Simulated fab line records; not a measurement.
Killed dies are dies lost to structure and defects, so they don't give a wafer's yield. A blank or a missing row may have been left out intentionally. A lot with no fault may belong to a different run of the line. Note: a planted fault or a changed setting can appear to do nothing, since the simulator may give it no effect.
What tool caused it? / flow gf180mcu / 13 lots, 39 wafers sampled, at 7 steps of a route of 602

== WHAT EACH GAUGE READ, for each wafer ==
GF_STI_THK_MEAS_04.
lot=L484; measured=day 1 14:35; on=film-metro-03; STI_CVD_03_THK (nm)=205.2 206.1 206.9
lot=L485; measured=day 1 18:35; on=film-metro-04; STI_CVD_03_THK (nm)=203.0 202.6 202.9
lot=L487; measured=day 2 05:12; on=film-metro-04; STI_CVD_03_THK (nm)=205.3 206.2 205.5
lot=L490; measured=day 2 21:01; on=film-metro-03; STI_CVD_03_THK (nm)=208.6 207.9 207.7
lot=L492; measured=day 3 08:55; on=film-metro-04; STI_CVD_03_THK (nm)=207.1 205.8 206.1
lot=L499; measured=day 4 16:34; on=film-metro-04; STI_CVD_03_THK (nm)=204.9 205.2 203.2
lot=L500; measured=day 4 21:45; on=film-metro-04; STI_CVD_03_THK (nm)=207.1 206.0 204.5
lot=L501; measured=day 5 03:33; on=film-metro-03; STI_CVD_03_THK (nm)=209.9 212.1 211.3
lot=L502; measured=day 5 07:35; on=film-metro-01; STI_CVD_03_THK (nm)=207.7 206.4 205.0
lot=L503; measured=day 5 12:34; on=film-metro-03; STI_CVD_03_THK (nm)=207.9 206.1 206.5
lot=L504; measured=day 5 18:26; on=film-metro-04; STI_CVD_03_THK (nm)=208.5 209.7 209.3
lot=L506; measured=day 6 04:14; on=film-metro-03; STI_CVD_03_THK (nm)=207.0 204.5 206.1
lot=L507; measured=day 6 08:35; on=film-metro-03; STI_CVD_03_THK (nm)=206.9 205.3 206.6

GF_NWELL_OVL_MEAS_07.
lot=L484; measured=day 3 07:26; on=overlay-02; NWELL_OVL (nm)=-1.3 -2.0 1.4
lot=L485; measured=day 3 11:32; on=overlay-01; NWELL_OVL (nm)=3.9 2.2 2.6
lot=L487; measured=day 3 23:31; on=overlay-02; NWELL_OVL (nm)=-1.1 -2.0 -1.0
lot=L490; measured=day 4 23:40; on=overlay-01; NWELL_OVL (nm)=- - -
lot=L492; measured=day 5 04:25; on=overlay-01; NWELL_OVL (nm)=1.1 -1.4 2.5
lot=L499; measured=day 6 18:25; on=overlay-02; NWELL_OVL (nm)=2.3 2.8 1.0
lot=L500; measured=day 6 22:34; on=overlay-02; NWELL_OVL (nm)=-2.1 -0.7 -0.7
lot=L501; measured=day 7 06:01; on=overlay-02; NWELL_OVL (nm)=0.7 1.2 -0.6
lot=L502; measured=day 7 10:01; on=overlay-01; NWELL_OVL (nm)=0.9 -0.5 1.1
lot=L503; measured=day 7 15:04; on=overlay-01; NWELL_OVL (nm)=0.3 2.0 1.1
lot=L504; measured=day 7 21:07; on=overlay-01; NWELL_OVL (nm)=-3.0 -2.1 -2.0
lot=L506; measured=day 8 06:22; on=overlay-01; NWELL_OVL (nm)=0.8 1.4 2.4
lot=L507; measured=day 8 10:49; on=overlay-01; NWELL_OVL (nm)=1.8 2.9 3.7

GF_NWELL_TW_MEAS_11.
lot=L484; measured=day 3 07:52; on=film-metro-02; NWELL_TW=1555 1554 1557
lot=L485; measured=day 3 11:59; on=film-metro-04; NWELL_TW=1594 1591 1588
lot=L487; measured=day 3 23:58; on=film-metro-02; NWELL_TW=1551 1548 1557
lot=L490; measured=day 5 00:07; on=film-metro-02; NWELL_TW=30 29 30
lot=L492; measured=day 5 04:51; on=film-metro-02; NWELL_TW=1544 1547 1539
lot=L499; measured=day 6 18:51; on=film-metro-01; NWELL_TW=1579 1579 1572
lot=L500; measured=day 6 23:03; on=film-metro-01; NWELL_TW=1572 1575 1565
lot=L501; measured=day 7 06:28; on=film-metro-01; NWELL_TW=1553 1550 1553
lot=L502; measured=day 7 10:28; on=film-metro-02; NWELL_TW=1551 1553 1545
lot=L503; measured=day 7 15:34; on=film-metro-01; NWELL_TW=1553 1559 1559
lot=L504; measured=day 7 21:34; on=film-metro-04; NWELL_TW=1579 1586 1585
lot=L506; measured=day 8 06:47; on=film-metro-01; NWELL_TW=1570 1570 1572
lot=L507; measured=day 8 11:16; on=film-metro-01; NWELL_TW=1568 1567 1567

GF_LVPWELL_OVL_MEAS_07.
lot=L484; measured=day 3 19:41; on=overlay-02; LVPWELL_OVL (nm)=-0.3 -1.0 -1.6
lot=L485; measured=day 4 00:23; on=overlay-01; LVPWELL_OVL (nm)=-0.4 -1.0 -1.7
lot=L487; measured=day 4 13:13; on=overlay-02; LVPWELL_OVL (nm)=-1.4 -1.9 -0.5
lot=L490; measured=day 5 14:32; on=overlay-02; LVPWELL_OVL (nm)=-0.8 -1.2 -1.5
lot=L492; measured=day 5 19:34; on=overlay-02; LVPWELL_OVL (nm)=1.3 -0.1 2.1
lot=L499; measured=day 7 10:05; on=overlay-02; LVPWELL_OVL (nm)=0.4 -2.0 0.9
lot=L500; measured=day 7 14:35; on=overlay-01; LVPWELL_OVL (nm)=0.6 1.6 1.5
lot=L501; measured=day 7 21:47; on=overlay-02; LVPWELL_OVL (nm)=2.1 0.2 -0.4
lot=L502; measured=day 8 01:53; on=overlay-02; LVPWELL_OVL (nm)=-1.3 1.5 0.6
lot=L503; measured=day 8 06:23; on=overlay-01; LVPWELL_OVL (nm)=0.9 0.7 0.0
lot=L504; measured=day 8 12:13; on=overlay-02; LVPWELL_OVL (nm)=0.1 1.3 0.8
lot=L506; measured=day 8 22:37; on=overlay-01; LVPWELL_OVL (nm)=-1.5 0.0 0.5
lot=L507; measured=day 9 02:11; on=overlay-02; LVPWELL_OVL (nm)=-3.4 -5.1 -5.3

GF_LVPWELL_TW_MEAS_11.
lot=L484; measured=day 3 20:07; on=film-metro-04; LVPWELL_TW=563 565 566
lot=L485; measured=day 4 00:50; on=film-metro-02; LVPWELL_TW=552 550 551
lot=L487; measured=day 4 13:40; on=film-metro-02; LVPWELL_TW=550 549 547
lot=L490; measured=day 5 14:59; on=film-metro-04; LVPWELL_TW=1600 1600 1617
lot=L492; measured=day 5 20:00; on=film-metro-01; LVPWELL_TW=554 553 559
lot=L499; measured=day 7 10:31; on=film-metro-01; LVPWELL_TW=554 554 554
lot=L500; measured=day 7 15:01; on=film-metro-01; LVPWELL_TW=556 553 553
lot=L501; measured=day 7 22:13; on=film-metro-02; LVPWELL_TW=552 555 552
lot=L502; measured=day 8 02:20; on=film-metro-02; LVPWELL_TW=546 549 547
lot=L503; measured=day 8 06:50; on=film-metro-02; LVPWELL_TW=548 549 551
lot=L504; measured=day 8 12:38; on=film-metro-04; LVPWELL_TW=567 569 565
lot=L506; measured=day 8 23:08; on=film-metro-04; LVPWELL_TW=565 564 564
lot=L507; measured=day 9 02:41; on=film-metro-04; LVPWELL_TW=562 562 562

== EACH LOT AND THE TOOL THAT RAN IT (in order: tool; ch and the chambers of the sampled wafers; start) ==
lot=L484; GF_STI_CMP_25=cmp-01 ch 1,2,3, day 2 05:01; GF_NWELL_EXPOSE_04=iline-stepper-01 ch 0, day 3 01:21
lot=L485; GF_STI_CMP_25=cmp-02 ch 1,2, day 2 08:38; GF_NWELL_EXPOSE_04=iline-stepper-02 ch 0, day 3 06:29
lot=L487; GF_STI_CMP_25=cmp-01 ch 0,1,2, day 2 20:16; GF_NWELL_EXPOSE_04=iline-stepper-01 ch 0, day 3 17:25
lot=L490; GF_STI_CMP_25=cmp-02 ch 0,2,3, day 3 17:18; GF_NWELL_EXPOSE_04=iline-stepper-02 ch 0, day 4 16:53
lot=L492; GF_STI_CMP_25=cmp-01 ch 0,2,3, day 3 22:43; GF_NWELL_EXPOSE_04=iline-stepper-02 ch 0, day 4 21:59
lot=L499; GF_STI_CMP_25=cmp-01 ch 0,2,3, day 5 08:45; GF_NWELL_EXPOSE_04=iline-stepper-02 ch 0, day 6 10:18
lot=L500; GF_STI_CMP_25=cmp-02 ch 0,1,3, day 5 13:45; GF_NWELL_EXPOSE_04=iline-stepper-01 ch 0, day 6 15:30
lot=L501; GF_STI_CMP_25=cmp-02 ch 1,3, day 5 20:01; GF_NWELL_EXPOSE_04=iline-stepper-02 ch 0, day 6 22:54
lot=L502; GF_STI_CMP_25=cmp-02 ch 2,3, day 6 01:11; GF_NWELL_EXPOSE_04=iline-stepper-01 ch 0, day 7 02:31
lot=L503; GF_STI_CMP_25=cmp-01 ch 0,3, day 6 05:19; GF_NWELL_EXPOSE_04=iline-stepper-02 ch 0, day 7 07:11
lot=L504; GF_STI_CMP_25=cmp-02 ch 1,2,3, day 6 11:37; GF_NWELL_EXPOSE_04=iline-stepper-01 ch 0, day 7 13:54
lot=L506; GF_STI_CMP_25=cmp-02 ch 0,1,2, day 6 21:23; GF_NWELL_EXPOSE_04=iline-stepper-02 ch 0, day 7 22:52
lot=L507; GF_STI_CMP_25=cmp-01 ch 0,3, day 7 01:14; GF_NWELL_EXPOSE_04=iline-stepper-02 ch 0, day 8 03:54
- GF_STI_CMP_25: polishes, stops on Si3N4, t overpolish 33 s, target thk 524.6 nm.
- GF_NWELL_EXPOSE_04: exposes mask Nwell, target cd 860 nm.

== AS READ BY THE TOOLS THEMSELVES (means over the sampled wafers that have a number; for cases with no such wafer, the mark the record gives instead) ==
GF_STI_CMP_25.
lot=L484; tool=cmp-01; motor-current-A (A)=11.4; overpolish-run-s (s)=32.993; slurry-flow-ml-min=150.3; time-to-endpoint-s (s)=121
lot=L485; tool=cmp-02; motor-current-A (A)=12.1; overpolish-run-s (s)=32.998; slurry-flow-ml-min=149.6; time-to-endpoint-s (s)=129
lot=L487; tool=cmp-01; motor-current-A (A)=11.7; overpolish-run-s (s)=33.005; slurry-flow-ml-min=150.0; time-to-endpoint-s (s)=115
lot=L490; tool=cmp-02; motor-current-A (A)=13.4; overpolish-run-s (s)=33.005; slurry-flow-ml-min=149.6; time-to-endpoint-s (s)=121
lot=L492; tool=cmp-01; motor-current-A (A)=12.0; overpolish-run-s (s)=32.997; slurry-flow-ml-min=150.0; time-to-endpoint-s (s)=118
lot=L499; tool=cmp-01; motor-current-A (A)=11.5; overpolish-run-s (s)=32.997; slurry-flow-ml-min=149.9; time-to-endpoint-s (s)=123
lot=L500; tool=cmp-02; motor-current-A (A)=12.4; overpolish-run-s (s)=32.994; slurry-flow-ml-min=149.9; time-to-endpoint-s (s)=120
lot=L501; tool=cmp-02; motor-current-A (A)=13.5; overpolish-run-s (s)=32.998; slurry-flow-ml-min=150.2; time-to-endpoint-s (s)=125
lot=L502; tool=cmp-02; motor-current-A (A)=14.0; overpolish-run-s (s)=33.000; slurry-flow-ml-min=150.2; time-to-endpoint-s (s)=124
lot=L503; tool=cmp-01; motor-current-A (A)=10.9; overpolish-run-s (s)=33.005; slurry-flow-ml-min=149.9; time-to-endpoint-s (s)=121
lot=L504; tool=cmp-02; motor-current-A (A)=12.7; overpolish-run-s (s)=32.997; slurry-flow-ml-min=150.7; time-to-endpoint-s (s)=122
lot=L506; tool=cmp-02; motor-current-A (A)=12.2; overpolish-run-s (s)=33.002; slurry-flow-ml-min=149.8; time-to-endpoint-s (s)=120
lot=L507; tool=cmp-01; motor-current-A (A)=10.9; overpolish-run-s (s)=32.999; slurry-flow-ml-min=149.8; time-to-endpoint-s (s)=120

== THE ANSWER, worked out from the rows above alone ==
Rule: the lots themselves supply what counts as usual. The widest of any qualifying gaps counts: lots, ordered by their means at a reading, are off when they make up no more than a third of the lots, leave a main group of 4 or more, and stand apart from it by 3 or more times the standard deviation of that group's means. The tables above print the reading to a certain number of digits; a main group whose means all agree to those digits is not used. Also off: a lot with no number at a reading for which 4 or more lots have one. The other lots that the step has rows for count as sound. First the gauges in route order, then the tools' own readings, where a lot's mean is used as printed above. At the first step where some lot is off, the reading lying furthest off is the one used; lots without a number count as furthest.
Off: L490, seen at GF_NWELL_OVL_MEAS_07 (NWELL_OVL). Without a number there: L490. Mean 0.5 nm and standard deviation 1.6 in the main group.
If a tool, at a process step before that reading, ran all the lots that are off and no sound lot after the first of them, it fits. Not tried: the gauges at GF_NWELL_OVL_MEAS_07; whatever is off there is also off at GF_NWELL_TW_MEAS_11, on other tools, and gauge error can't account for it. None of those tried fits.

== WHAT THE SIMULATOR HAD PUT IN ==
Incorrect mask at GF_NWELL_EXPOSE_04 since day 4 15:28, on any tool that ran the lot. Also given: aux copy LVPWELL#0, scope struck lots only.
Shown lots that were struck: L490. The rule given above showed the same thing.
